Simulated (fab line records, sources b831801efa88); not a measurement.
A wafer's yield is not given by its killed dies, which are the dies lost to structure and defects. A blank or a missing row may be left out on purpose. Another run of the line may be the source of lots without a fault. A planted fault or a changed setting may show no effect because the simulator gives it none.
fab line records	flow sky130
record lots=24	wafers=72	last-day=50
route steps=708 shown METAL1@451 VIA1@472 METAL2@487 VIA2@508 METAL3@563
lots untouched by any fault: they come from a run of this same line in which no faults occurred
start-h: hours from the record's first day to the start of the lot's first wafer shown	wait-h: time in hours since the lot's previous step	" the same as in the row above	L1.1+2: one row covering several wafers at once	- no value present, or no start provided	* or withheld: withheld	< > ~ a bound
route shown NAME@n: names a module that has steps shown in the file, with the first one's number in the route	usual: mean/standard deviation taken from wafers without a fault	same: alike in all rows	chamber/n: place in a boat	sites: the reading at each site	_std_site: how widely they spread, as a standard deviation	_edge_site: inner sites' mean taken away from outer sites' mean	radius-mm: for every site, how far away it sits from the centre of the wafer	mask NAME#n: copy n	behind: the last tool/chamber to shape the wafer	hold: what put the lot on hold/how long, in hours/how the hold closed	device: transistor that didn't switch, given as n, p or np	end of line: the route-end tests of the same wafers	for a step that has no rows: nothing shown but its recipe	killed: the dies lost at the first sort to structure and to defects; this is not the yield of the wafer	map: the dies of a wafer, with x for killed, . for not killed, _ for no die there
set.NAME: the setting the step ran with; set.NAME@STEP: the setting that earlier step ran with	model.NAME: the simulator's own value behind a step, which no gauge read
steps of the route over a sample of lots; a table a step, a row a wafer
services: from which hour (start-h, from the record's first day; less than 0 if before it) a tool's chamber was out of use, for how many hours, and why
## steps
# step SKY_METAL1_DESCUM_17
# recipe chemistry=O2	source-power-w=150	bias-power-w=0	pressure-mtorr=10	temp-c=40	time-s=8
# usual drypump-motor-current-A=6.0/0.37	oes-product-au=0.997/0.01
lot.wafer	tool	chamber	start-h	wait-h	drypump-motor-current-A	oes-product-au	rf-hours-counter-h
L074.1	rie-metal-02	1	765.15	0.0	5.7	1.001	3
L074.3	"	0	"	"	6.1	0.990	-
L074.4	"	1	"	"	5.7	1.007	-
L075.1	rie-metal-01	0	766.45	0.0	5.4	0.986	4
L075.2	"	1	"	"	6.6	1.018	14
L075.5	"	0	"	"	5.4	0.984	-
L076.1	rie-metal-01	1	783.07	0.0	6.6	1.008	15
L076.4	"	0	"	"	5.4	0.993	-
L076.5	"	1	"	"	6.6	1.010	-
L077.1	rie-metal-04	0	788.82	0.0	6.1	1.002	7
L077.4	"	1	"	"	6.2	0.992	-
L077.6	"	0	"	"	6.1	1.011	-
L078.2	rie-metal-02	0	790.58	0.0	6.1	0.998	13
L078.4	"	1	"	"	5.7	1.000	-
L078.5	"	1	"	"	5.6	1.006	-
L080.3	rie-metal-01	0	809.30	0.0	5.4	0.994	-
L080.4	"	0	"	"	5.4	0.985	-
L080.6	"	0	"	"	5.4	0.990	-
L079.2	rie-metal-02	1	812.55	0.0	5.7	0.998	5
L079.4	"	0	"	"	6.1	0.990	-
L079.6	"	1	"	"	5.7	0.995	-
L081.3	rie-metal-01	0	835.14	0.0	5.4	0.997	-
L081.4	"	1	"	"	6.6	1.000	-
L081.5	"	1	"	"	6.6	1.000	-
L082.3	rie-metal-04	0	836.10	0.0	6.1	0.998	-
L082.4	"	1	"	"	6.2	0.991	-
L082.6	"	1	"	"	6.2	0.983	-
L083.1	rie-metal-02	1	837.65	0.0	5.7	1.014	6
L083.4	"	1	"	"	5.6	1.015	-
L083.5	"	1	"	"	5.7	1.011	-
L084.2	rie-metal-01	0	846.62	0.0	5.4	1.002	7
L084.3	"	0	"	"	5.4	0.989	-
L084.5	"	0	"	"	5.4	0.996	-
L085.1	rie-metal-04	0	857.28	0.0	6.1	0.994	9
L085.2	"	1	"	"	6.2	0.980	6
L085.6	"	1	"	"	6.2	0.974	-
L086.2	rie-metal-01	1	864.48	0.0	6.6	0.997	2
L086.4	"	1	"	"	6.6	0.992	-
L086.5	"	0	"	"	5.4	0.987	-
L087.3	rie-metal-02	0	870.09	0.0	6.1	0.991	-
L087.4	"	1	"	"	5.7	1.016	-
L087.6	"	0	"	"	6.1	1.003	-
L088.2	rie-metal-04	1	871.62	0.0	6.2	0.983	6
L088.3	"	0	"	"	6.1	0.999	-
L088.6	"	1	"	"	6.2	0.984	-
L089.2	rie-metal-04	1	880.37	0.0	6.2	0.986	7
L089.3	"	1	"	"	6.2	0.980	-
L089.4	"	0	"	"	6.1	0.986	-
L090.1	rie-metal-02	0	886.07	0.0	6.1	1.012	17
L090.2	"	1	"	"	5.6	1.010	8
L090.6	"	1	"	"	5.7	1.019	-
L091.1	rie-metal-02	1	894.55	0.0	5.7	1.005	9
L091.2	"	0	"	"	6.1	1.010	18
L091.5	"	1	"	"	5.7	1.009	-
L092.1	rie-metal-04	0	904.32	0.0	6.1	1.006	11
L092.4	"	1	"	"	6.2	0.988	-
L092.6	"	1	"	"	6.2	0.982	-
L093.1	rie-metal-02	1	910.77	0.0	5.7	1.019	10
L093.3	"	0	"	"	6.1	1.000	-
L093.6	"	0	"	"	6.1	0.992	-
L094.2	rie-metal-02	0	912.13	0.0	6.1	0.989	18
L094.3	"	1	"	"	5.7	1.002	-
L094.6	"	0	"	"	6.1	0.995	-
L095.4	rie-metal-01	0	917.74	0.0	5.4	0.990	-
L095.5	"	1	"	"	6.6	1.006	-
L095.6	"	0	"	"	5.4	0.979	-
L096.3	rie-metal-02	0	923.29	0.0	6.1	0.985	-
L096.4	"	1	"	"	5.7	1.002	-
L096.6	"	0	"	"	6.1	0.992	-
L097.2	rie-metal-02	0	933.98	0.0	6.1	0.986	19
L097.3	"	1	"	"	5.6	0.999	-
L097.5	"	0	"	"	6.1	0.984	-
# step SKY_VIA1_ETCH_14
# recipe chemistry=N2/H2	target=BARC	ion-energy-ev=200	source-w=500	bias-w=100	pressure-mtorr=30	n2-flow-sccm=100	h2-flow-sccm=200	stop-on=SiO2	time-s=45.9	target-depth-a=600
# usual drypump-motor-current-A=5.4/0.39	oes-product-au=0.855/0.0046	throttle-valve-pct=13.223/0.0078
lot.wafer	tool	chamber	start-h	wait-h	drypump-motor-current-A	oes-product-au	rf-hours-counter-h	throttle-valve-pct
L074.1	rie-diel-01	2	793.33	0.0	6.3	0.854	0	13.221
L074.3	"	0	"	"	5.8	0.856	2	13.215
L074.4	"	3	"	"	5.6	0.858	2	13.219
L075.1	rie-diel-04	3	794.51	0.0	5.0	0.858	36	13.211
L075.2	"	2	"	"	5.7	0.858	4	13.224
L075.5	"	2	"	"	5.7	0.862	-	13.226
L076.1	rie-diel-02	2	810.58	0.0	5.3	0.852	2	13.214
L076.4	"	0	"	"	5.3	0.855	-	13.213
L076.5	"	1	"	"	6.0	0.850	-	13.205
L077.1	rie-diel-02	1	816.21	0.0	6.0	0.847	17	13.222
L077.4	"	0	"	"	5.3	0.847	-	13.226
L077.6	"	2	"	"	5.3	0.855	-	13.230
L078.2	rie-diel-04	0	818.63	0.0	4.9	0.856	12	13.233
L078.4	"	2	"	"	5.8	0.852	5	13.223
L078.5	"	3	"	"	5.0	0.858	-	13.220
L080.3	rie-diel-04	1	837.41	0.0	5.6	0.855	7	13.228
L080.4	"	3	"	"	5.0	0.854	1	13.227
L080.6	"	1	"	"	5.6	0.860	-	13.226
L079.2	rie-diel-02	3	840.58	0.0	5.2	0.862	0	13.228
L079.4	"	0	"	"	5.3	0.863	30	13.223
L079.6	"	2	"	"	5.3	0.859	-	13.217
L081.3	rie-diel-04	2	863.16	0.0	5.7	0.853	7	13.227
L081.4	"	3	"	"	5.0	0.854	2	13.223
L081.5	"	3	"	"	5.0	0.854	-	13.217
L082.3	rie-diel-02	2	863.92	0.0	5.3	0.848	4	13.223
L082.4	"	1	"	"	5.9	0.851	-	13.223
L082.6	"	2	"	"	5.3	0.855	-	13.227
L083.1	rie-diel-04	3	865.27	0.0	5.0	0.857	2	13.214
L083.4	"	0	"	"	4.9	0.856	14	13.224
L083.5	"	3	"	"	5.0	0.853	-	13.219
L084.2	rie-diel-04	1	874.02	0.0	5.6	0.852	8	13.220
L084.3	"	3	"	"	5.0	0.845	2	13.224
L084.5	"	1	"	"	5.6	0.865	-	13.232
L085.1	rie-diel-04	2	884.59	0.0	5.7	0.861	8	13.214
L085.2	"	1	"	"	5.6	0.851	9	13.220
L085.6	"	0	"	"	4.9	0.852	-	13.231
L086.2	rie-diel-01	0	892.71	0.0	5.8	0.860	4	13.230
L086.4	"	1	"	"	5.2	0.853	19	13.221
L086.5	"	1	"	"	5.2	0.858	-	13.225
L087.3	rie-diel-01	1	897.37	0.0	5.2	0.857	19	13.209
L087.4	"	3	"	"	5.7	0.852	4	13.224
L087.6	"	1	"	"	5.3	0.860	-	13.224
L088.2	rie-diel-04	3	898.73	0.0	5.0	0.858	3	13.235
L088.3	"	0	"	"	4.9	0.859	15	13.245
L088.6	"	1	"	"	5.6	0.852	-	13.214
L089.2	rie-diel-04	3	907.26	0.0	5.0	0.865	4	13.221
L089.3	"	2	"	"	5.8	0.858	9	13.226
L089.4	"	1	"	"	5.6	0.847	10	13.219
L090.1	rie-diel-02	1	913.08	0.0	6.0	0.855	21	13.222
L090.2	"	3	"	"	5.2	0.856	3	13.229
L090.6	"	2	"	"	5.3	0.858	-	13.222
L091.1	rie-diel-04	0	920.57	0.0	4.9	0.853	16	13.226
L091.2	"	3	"	"	5.0	0.850	4	13.235
L091.5	"	0	"	"	4.9	0.856	-	13.225
L092.1	rie-diel-01	3	930.33	0.0	5.7	0.857	4	13.227
L092.4	"	2	"	"	6.3	0.852	2	13.216
L092.6	"	0	"	"	5.8	0.857	-	13.213
L093.1	rie-diel-04	0	936.88	0.0	4.9	0.864	16	13.209
L093.3	"	1	"	"	5.6	0.852	10	13.230
L093.6	"	3	"	"	5.0	0.857	-	13.231
L094.2	rie-diel-01	2	938.57	0.0	6.3	0.858	3	13.225
L094.3	"	1	"	"	5.2	0.858	20	13.237
L094.6	"	2	"	"	6.3	0.860	-	13.226
L095.4	rie-diel-04	0	942.91	0.0	4.9	0.852	17	13.226
L095.5	"	1	"	"	5.6	0.861	-	13.230
L095.6	"	0	"	"	4.9	0.853	-	13.232
L096.3	rie-diel-04	3	949.31	0.0	5.0	0.849	5	13.224
L096.4	"	0	"	"	4.9	0.853	17	13.207
L096.6	"	0	"	"	4.9	0.843	-	13.218
L097.2	rie-diel-02	3	960.11	0.0	5.2	0.853	4	13.233
L097.3	"	1	"	"	6.0	0.861	22	13.222
L097.5	"	3	"	"	5.2	0.850	-	13.213
# step SKY_METAL2_SPUTTER_04
# recipe material=TiN	target-thk-nm=70	power-w=6500	time-s=58.3	chamber-pressure-pa=0.4
# usual throttle-valve-pct=30.5/0.61
lot.wafer	tool	chamber	start-h	wait-h	throttle-valve-pct
L074.1	pvd-sputter-03	-	794.83	0.0	30.8
L074.3	"	-	"	"	30.7
L074.4	"	-	"	"	31.6
L075.1	pvd-sputter-02	-	796.26	0.0	30.0
L075.2	"	-	"	"	29.5
L075.5	"	-	"	"	30.3
L076.1	pvd-sputter-03	-	812.08	0.0	31.2
L076.4	"	-	"	"	31.0
L076.5	"	-	"	"	31.1
L077.1	pvd-sputter-04	-	817.72	0.0	30.4
L077.4	"	-	"	"	30.3
L077.6	"	-	"	"	30.3
L078.2	pvd-sputter-04	-	820.04	0.0	29.9
L078.4	"	-	"	"	29.6
L078.5	"	-	"	"	29.7
L080.3	pvd-sputter-04	-	838.87	0.0	29.8
L080.4	"	-	"	"	30.4
L080.6	"	-	"	"	29.6
L079.2	pvd-sputter-03	-	842.57	0.0	31.4
L079.4	"	-	"	"	31.5
L079.6	"	-	"	"	30.7
L081.3	pvd-sputter-03	-	865.00	0.0	30.7
L081.4	"	-	"	"	30.4
L081.5	"	-	"	"	31.2
L082.3	pvd-sputter-04	-	865.32	0.0	30.0
L082.4	"	-	"	"	29.6
L082.6	"	-	"	"	29.5
L083.1	pvd-sputter-03	-	866.67	0.0	31.2
L083.4	"	-	"	"	30.7
L083.5	"	-	"	"	31.5
L084.2	pvd-sputter-02	-	875.42	0.0	29.5
L084.3	"	-	"	"	30.2
L084.5	"	-	"	"	29.8
L085.1	pvd-sputter-03	-	886.01	0.0	31.5
L085.2	"	-	"	"	30.6
L085.6	"	-	"	"	31.3
L086.2	pvd-sputter-02	-	894.11	0.0	29.4
L086.4	"	-	"	"	30.0
L086.5	"	-	"	"	29.6
L087.3	pvd-sputter-03	-	899.12	0.0	30.6
L087.4	"	-	"	"	30.3
L087.6	"	-	"	"	30.9
L088.2	pvd-sputter-02	-	900.48	0.0	29.4
L088.3	"	-	"	"	29.7
L088.6	"	-	"	"	29.9
L089.2	pvd-sputter-03	-	908.67	0.0	31.3
L089.3	"	-	"	"	30.9
L089.4	"	-	"	"	31.0
L090.1	pvd-sputter-03	-	914.83	0.0	31.0
L090.2	"	-	"	"	31.5
L090.6	"	-	"	"	31.2
L091.1	pvd-sputter-03	-	922.08	0.0	30.5
L091.2	"	-	"	"	30.7
L091.5	"	-	"	"	30.3
L092.1	pvd-sputter-02	-	932.26	0.0	29.9
L092.4	"	-	"	"	29.8
L092.6	"	-	"	"	29.8
L093.1	pvd-sputter-03	-	938.35	0.0	30.6
L093.3	"	-	"	"	30.7
L093.6	"	-	"	"	31.6
L094.2	pvd-sputter-04	-	940.29	0.0	30.4
L094.3	"	-	"	"	30.1
L094.6	"	-	"	"	29.8
L095.4	pvd-sputter-02	-	944.36	0.0	29.9
L095.5	"	-	"	"	30.5
L095.6	"	-	"	"	30.0
L096.3	pvd-sputter-03	-	950.72	0.0	30.3
L096.4	"	-	"	"	30.4
L096.6	"	-	"	"	30.4
L097.2	pvd-sputter-03	-	961.51	0.0	30.9
L097.3	"	-	"	"	30.9
L097.5	"	-	"	"	31.3
# step SKY_VIA2_THK_MEAS_01
# recipe reads=SiO2_of_VIA2_HDPCVD_00
# usual VIA2_HDPCVD_THK=1178/12
lot.wafer	tool	chamber	start-h	wait-h	VIA2_HDPCVD_THK[nm]
L074.1	film-metro-02	-	823.11	0.1	1199
L074.3	"	-	"	"	1192
L074.4	"	-	"	"	1174
L075.1	film-metro-02	-	823.98	0.1	1171
L075.2	"	-	"	"	1172
L075.5	"	-	"	"	1194
L076.1	film-metro-03	-	839.24	0.1	1169
L076.4	"	-	"	"	1180
L076.5	"	-	"	"	1183
L077.1	film-metro-02	-	845.48	0.1	1185
L077.4	"	-	"	"	1169
L077.6	"	-	"	"	1166
L078.2	film-metro-02	-	847.27	0.1	1176
L078.4	"	-	"	"	1191
L078.5	"	-	"	"	1192
L080.3	film-metro-03	-	866.07	0.1	1190
L080.4	"	-	"	"	1186
L080.6	"	-	"	"	1196
L079.2	film-metro-03	-	869.43	0.1	1169
L079.4	"	-	"	"	1174
L079.6	"	-	"	"	1157
L081.3	film-metro-01	-	892.67	0.1	1175
L081.4	"	-	"	"	1171
L081.5	"	-	"	"	1150
L082.3	film-metro-02	-	892.75	0.1	1188
L082.4	"	-	"	"	1187
L082.6	"	-	"	"	1190
L083.1	film-metro-01	-	894.27	0.1	1171
L083.4	"	-	"	"	1182
L083.5	"	-	"	"	1184
L084.2	film-metro-02	-	902.82	0.1	1168
L084.3	"	-	"	"	1159
L084.5	"	-	"	"	1174
L085.1	film-metro-03	-	912.85	0.1	1196
L085.2	"	-	"	"	1184
L085.6	"	-	"	"	1175
L086.2	film-metro-02	-	920.49	0.1	1178
L086.4	"	-	"	"	1169
L086.5	"	-	"	"	1171
L087.3	film-metro-01	-	924.94	0.1	1189
L087.4	"	-	"	"	1192
L087.6	"	-	"	"	1193
L088.2	film-metro-03	-	925.95	0.1	1159
L088.3	"	-	"	"	1184
L088.6	"	-	"	"	1182
L089.2	film-metro-03	-	934.19	0.1	1163
L089.3	"	-	"	"	1167
L089.4	"	-	"	"	1181
L090.1	film-metro-01	-	941.15	0.1	1179
L090.2	"	-	"	"	1184
L090.6	"	-	"	"	1183
L091.1	film-metro-03	-	947.61	0.1	1151
L091.2	"	-	"	"	1170
L091.5	"	-	"	"	1161
L092.1	film-metro-03	-	957.98	0.1	1186
L092.4	"	-	"	"	1193
L092.6	"	-	"	"	1186
L093.1	film-metro-03	-	963.82	0.1	1190
L093.3	"	-	"	"	1190
L093.6	"	-	"	"	1193
L094.2	film-metro-02	-	965.43	0.1	1191
L094.3	"	-	"	"	1170
L094.6	"	-	"	"	1164
L095.4	film-metro-02	-	969.60	0.0	1184
L095.5	"	-	"	"	1187
L095.6	"	-	"	"	1183
L096.3	film-metro-03	-	976.04	0.1	1187
L096.4	"	-	"	"	1187
L096.6	"	-	"	"	1179
L097.2	film-metro-02	-	986.96	0.1	1160
L097.3	"	-	"	"	1177
L097.5	"	-	"	"	1177
# step SKY_METAL3_CD_MEAS_13
# recipe target-cd-nm=300
# usual cd-nm=299.9/1.7
lot.wafer	tool	chamber	start-h	wait-h	cd-nm
L074.1	cd-sem-01	-	903.81	-	301.7
L074.3	"	-	"	"	301.6
L074.4	"	-	"	"	302.1
L075.1	cd-sem-01	-	904.50	-	300.4
L075.2	"	-	"	"	299.5
L075.5	"	-	"	"	299.9
L076.1	cd-sem-02	-	918.73	-	300.1
L076.4	"	-	"	"	300.0
L076.5	"	-	"	"	300.9
L077.1	cd-sem-01	-	926.08	-	299.9
L077.4	"	-	"	"	298.8
L077.6	"	-	"	"	298.9
L078.2	cd-sem-02	-	927.78	-	300.0
L078.4	"	-	"	"	299.4
L078.5	"	-	"	"	301.3
L080.3	cd-sem-02	-	944.97	-	299.4
L080.4	"	-	"	"	298.9
L080.6	"	-	"	"	299.6
L079.2	cd-sem-01	-	947.57	-	302.0
L079.4	"	-	"	"	301.6
L079.6	"	-	"	"	301.6
L081.3	cd-sem-02	-	968.20	-	297.9
L081.4	"	-	"	"	297.3
L081.5	"	-	"	"	298.6
L082.3	cd-sem-01	-	969.27	-	300.2
L082.4	"	-	"	"	298.7
L082.6	"	-	"	"	299.4
L083.1	cd-sem-02	-	970.23	-	298.7
L083.4	"	-	"	"	298.4
L083.5	"	-	"	"	298.2
L084.2	cd-sem-02	-	978.33	-	301.2
L084.3	"	-	"	"	301.3
L084.5	"	-	"	"	301.5
L085.1	cd-sem-01	-	988.15	-	301.1
L085.2	"	-	"	"	300.3
L085.6	"	-	"	"	300.0
L086.2	cd-sem-02	-	995.20	-	299.7
L086.4	"	-	"	"	299.2
L086.5	"	-	"	"	300.5
L087.3	cd-sem-01	-	999.79	-	302.2
L087.4	"	-	"	"	302.0
L087.6	"	-	"	"	301.8
L088.2	cd-sem-01	-	1001.12	-	300.0
L088.3	"	-	"	"	300.6
L088.6	"	-	"	"	300.5
L089.2	cd-sem-02	-	1006.84	-	301.5
L089.3	"	-	"	"	301.0
L089.4	"	-	"	"	299.9
L090.1	cd-sem-01	-	1015.33	-	303.2
L090.2	"	-	"	"	303.1
L090.6	"	-	"	"	304.2
L091.1	cd-sem-01	-	1021.35	-	300.5
L091.2	"	-	"	"	299.9
L091.5	"	-	"	"	301.4
L092.1	cd-sem-02	-	1029.48	-	298.8
L092.4	"	-	"	"	297.4
L092.6	"	-	"	"	298.6
L093.1	cd-sem-02	-	1035.77	-	301.3
L093.3	"	-	"	"	301.5
L093.6	"	-	"	"	301.8
L094.2	cd-sem-02	-	1037.24	-	296.4
L094.3	"	-	"	"	295.6
L094.6	"	-	"	"	295.5
L095.4	cd-sem-01	-	1040.94	-	296.7
L095.5	"	-	"	"	297.7
L095.6	"	-	"	"	296.8
L096.3	cd-sem-01	-	1047.96	-	300.8
L096.4	"	-	"	"	299.3
L096.6	"	-	"	"	300.0
L097.2	cd-sem-01	-	1057.50	-	299.7
L097.3	"	-	"	"	298.9
L097.5	"	-	"	"	300.7
# step SKY_METAL3_ETCH_16
# recipe chemistry=N2/H2	target=BARC	ion-energy-ev=200	bias-w=100	pressure-mtorr=30	n2-flow-sccm=100	h2-flow-sccm=200	icp-w=500	stop-on=SiO2	time-s=88.2	target-depth-a=600
# usual drypump-motor-current-A=5.9/0.62	oes-product-au=0.627/0.0046	throttle-valve-pct=13.204/0.0095
lot.wafer	tool	chamber	start-h	wait-h	drypump-motor-current-A	oes-product-au	rf-hours-counter-h	throttle-valve-pct
L074.1	rie-metal-03	0	904.00	0.0	6.4	0.627	6	13.203
L074.3	"	1	"	"	5.0	0.626	-	13.213
L074.4	"	0	"	"	6.4	0.635	-	13.202
L075.1	rie-metal-01	1	904.69	0.0	6.6	0.624	3	13.197
L075.2	"	0	"	"	5.4	0.626	9	13.194
L075.5	"	1	"	"	6.6	0.624	-	13.184
L076.1	rie-metal-02	0	918.91	0.0	6.1	0.621	19	13.203
L076.4	"	1	"	"	5.7	0.627	-	13.213
L076.5	"	1	"	"	5.7	0.629	-	13.209
L077.1	rie-metal-01	1	926.26	0.0	6.6	0.618	4	13.198
L077.4	"	0	"	"	5.4	0.624	-	13.192
L077.6	"	0	"	"	5.4	0.620	-	13.208
L078.2	rie-metal-01	1	927.95	0.0	6.6	0.633	4	13.208
L078.4	"	0	"	"	5.4	0.618	-	13.172
L078.5	"	0	"	"	5.4	0.625	-	13.194
L080.3	rie-metal-03	0	945.15	0.0	6.4	0.617	-	13.209
L080.4	"	1	"	"	5.0	0.625	-	13.206
L080.6	"	0	"	"	6.5	0.622	-	13.198
L079.2	rie-metal-03	1	947.74	0.0	5.0	0.624	6	13.193
L079.4	"	0	"	"	6.4	0.627	-	13.208
L079.6	"	1	"	"	5.0	0.634	-	13.214
L081.3	rie-metal-03	0	968.39	0.0	6.4	0.630	-	13.198
L081.4	"	1	"	"	5.0	0.626	-	13.204
L081.5	"	1	"	"	5.0	0.632	-	13.189
L082.3	rie-metal-01	0	969.45	0.0	5.4	0.625	-	13.204
L082.4	"	1	"	"	6.6	0.620	-	13.192
L082.6	"	1	"	"	6.7	0.628	-	13.223
L083.1	rie-metal-01	0	970.41	0.0	5.4	0.625	12	13.206
L083.4	"	1	"	"	6.6	0.632	-	13.205
L083.5	"	0	"	"	5.4	0.623	-	13.216
L084.2	rie-metal-03	0	978.50	0.0	6.4	0.624	10	13.217
L084.3	"	0	"	"	6.4	0.621	-	13.202
L084.5	"	1	"	"	5.0	0.626	-	13.192
L085.1	rie-metal-01	1	988.34	0.0	6.6	0.631	7	13.187
L085.2	"	0	"	"	5.4	0.628	13	13.200
L085.6	"	1	"	"	6.6	0.632	-	13.212
L086.2	rie-metal-01	1	995.36	0.0	6.6	0.618	7	13.215
L086.4	"	0	"	"	5.4	0.627	-	13.194
L086.5	"	0	"	"	5.4	0.629	-	13.207
L087.3	rie-metal-03	1	999.97	0.0	5.0	0.633	-	13.203
L087.4	"	0	"	"	6.4	0.621	-	13.203
L087.6	"	1	"	"	5.0	0.619	-	13.208
L088.2	rie-metal-01	0	1001.29	0.0	5.4	0.629	13	13.208
L088.3	"	1	"	"	6.6	0.625	-	13.221
L088.6	"	0	"	"	5.4	0.626	-	13.203
L089.2	rie-metal-02	1	1007.00	0.0	5.7	0.630	16	13.191
L089.3	"	0	"	"	6.1	0.624	-	13.208
L089.4	"	1	"	"	5.7	0.630	-	13.199
L090.1	rie-metal-03	1	1015.51	0.0	5.0	0.626	11	13.215
L090.2	"	0	"	"	6.4	0.628	13	13.194
L090.6	"	0	"	"	6.4	0.625	-	13.188
L091.1	rie-metal-03	0	1021.54	0.0	6.4	0.629	13	13.207
L091.2	"	1	"	"	5.0	0.629	11	13.195
L091.5	"	1	"	"	5.0	0.634	-	13.198
L092.1	rie-metal-02	1	1029.66	0.0	5.7	0.633	18	13.222
L092.4	"	1	"	"	5.7	0.633	-	13.220
L092.6	"	0	"	"	6.2	0.631	-	13.198
L093.1	rie-metal-01	1	1035.95	0.0	6.6	0.629	10	13.204
L093.3	"	1	"	"	6.6	0.631	-	13.206
L093.6	"	1	"	"	6.6	0.625	-	13.204
L094.2	rie-metal-01	0	1037.40	0.0	5.4	0.627	16	13.182
L094.3	"	0	"	"	5.4	0.624	-	13.200
L094.6	"	0	"	"	5.4	0.629	-	13.189
L095.4	rie-metal-03	1	1041.10	0.0	5.0	0.625	-	13.214
L095.5	"	0	"	"	6.4	0.625	-	13.211
L095.6	"	1	"	"	5.0	0.622	-	13.205
L096.3	rie-metal-03	0	1048.14	0.0	6.4	0.627	-	13.213
L096.4	"	1	"	"	5.0	0.635	-	13.214
L096.6	"	1	"	"	5.0	0.627	-	13.216
L097.2	rie-metal-02	1	1057.66	0.0	5.7	0.624	19	13.200
L097.3	"	0	"	"	6.1	0.626	-	13.200
L097.5	"	1	"	"	5.7	0.620	-	13.208
## services
tool	chamber	start-h	hours	kind
rie-metal-01	-	749.77	2.8	pm
rie-diel-02	-	788.04	15.6	pm
rie-diel-04	0	806.76	10.0	repair
rie-metal-01	1	808.45	-	clean
rie-diel-01	-	818.97	28.1	pm
rie-diel-02	0	820.57	6.0	repair
rie-diel-04	0	839.58	5.2	repair
pvd-sputter-02	-	840.85	7.5	repair
rie-metal-04	0	847.11	5.1	repair
rie-metal-02	-	855.15	3.3	repair
rie-metal-02	-	861.17	5.5	repair
rie-diel-04	3	868.09	4.5	repair
rie-metal-01	-	886.30	1.9	repair
pvd-sputter-02	-	928.40	1.7	repair
rie-diel-01	3	948.72	5.5	repair
rie-diel-01	-	969.51	2.8	pm
rie-diel-04	1	972.59	8.7	repair
rie-metal-04	0	978.79	14.7	repair
pvd-sputter-03	-	985.08	0.5	repair
rie-diel-04	2	1016.73	5.7	repair
pvd-sputter-03	-	1020.49	6.9	repair
rie-metal-01	-	1038.43	0.6	repair
pvd-sputter-02	-	1040.11	1.9	repair
rie-diel-01	-	1044.88	0.6	repair
## key
fault none
